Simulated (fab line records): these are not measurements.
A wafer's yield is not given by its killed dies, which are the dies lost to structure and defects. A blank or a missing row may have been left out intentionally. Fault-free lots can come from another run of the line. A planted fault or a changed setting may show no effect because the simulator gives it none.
8D (eight disciplines) problem report, filled in by code :: flow sky130 :: the parts of the form that need people (team, actions taken, sign-off) are left out

== 1. WHAT WENT WRONG ==
Wafers free of any fault read 0.5 nm (standard deviation 1.3) for SD_P_OVL at SKY_SD_P_OVL_MEAS_08, against a mean of 37.2 nm on 9 wafers of 3 lots. Measured from the usual mean, that is +28 standard deviations.
Earliest sighting: wafer L793.2 on overlay-01 at day 31 22:00. Wafers with a number at this step in the record: 36, from 12 lots. By rule, "out" or "out of limits" means more than 4 standard deviations away from the usual mean. The rest of the wafers with a number are treated as sound.

== 2. WHAT THIS IS AND IS NOT ==
question: which readings at this step
is: SD_P_OVL
is not: -

question: which lots
is: L793, L794, L796
is not: L777, L778, L780, L781, L788, L791, L792, L795, L797

question: which wafers of those lots
is: all that have a number
is not: -

question: read on which gauges
is: overlay-01, overlay-02
is not: -

question: when
is: from day 31 22:00
is not: up to then (21 sound wafers); but 6 sound wafers of L795, L797 came after

== 3. THE SUSPECTS, EACH WITH WHAT RULES IT OUT ==
Counting: a tool stays on the suspect list if, at a process step up to the reading, it processed all lots that are out and no sound lot following the first of them.
- ruled out: the gauge at SKY_SD_P_OVL_MEAS_08. Those wafers that are out were read across 2 gauges (overlay-01, overlay-02).
- iline-stepper-01 at SKY_SD_P_EXPOSE_04 (exposes mask PSDM, target cd 380 nm): kept. Every lot that is out went through it, starting with L793 (day 31 09:02), and after that it ran no sound lot; the last sound lot it ran before then is L792 (day 30 17:16).
Remaining after the count: iline-stepper-01 at SKY_SD_P_EXPOSE_04.

== 4. THE CAUSE (what the simulator had put in) ==
Scanner matching overlay: iline-stepper-01, from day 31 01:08 on, at SKY_SD_P_EXPOSE_04. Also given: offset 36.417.
After counting, this tool was the only one left.

== 5. THE CHAIN OF EFFECTS, in route order ==
Each row: a reading where the mean over the struck wafers with a number is more than 3 standard deviations away from the usual. Readings are gone through only where the record gives a usual standard deviation; hours: the median, over the lots, of the time from a lot's start at the first step in this table giving one to that lot's start at this step; sigmas: the change measured in usual standard deviations.
hours: 0
step: SKY_SD_P_OVL_MEAS_08
reading: SD_P_OVL
usual: 0.5 nm
on struck wafers: 37.2
change: +36.7
sigmas: +28
At these later measuring or inspecting steps, every struck wafer for which the step has a row has a number for every such reading, and none has moved that far: SKY_RES_XHIGH_TW_MEAS_09, SKY_SD_N_CD_MEAS_07.

== 6. WHAT WOULD HAVE CAUGHT IT SOONER ==
The first out-of-limits reading at a measuring or inspecting step in this record came at day 31 22:00, 21 hours after the fault's start at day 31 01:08.
Among the 3 lots that are out, L796 began SKY_SD_P_EXPOSE_04 on iline-stepper-01 after day 31 22:00. Had the tool been put on hold then, it would have been spared.
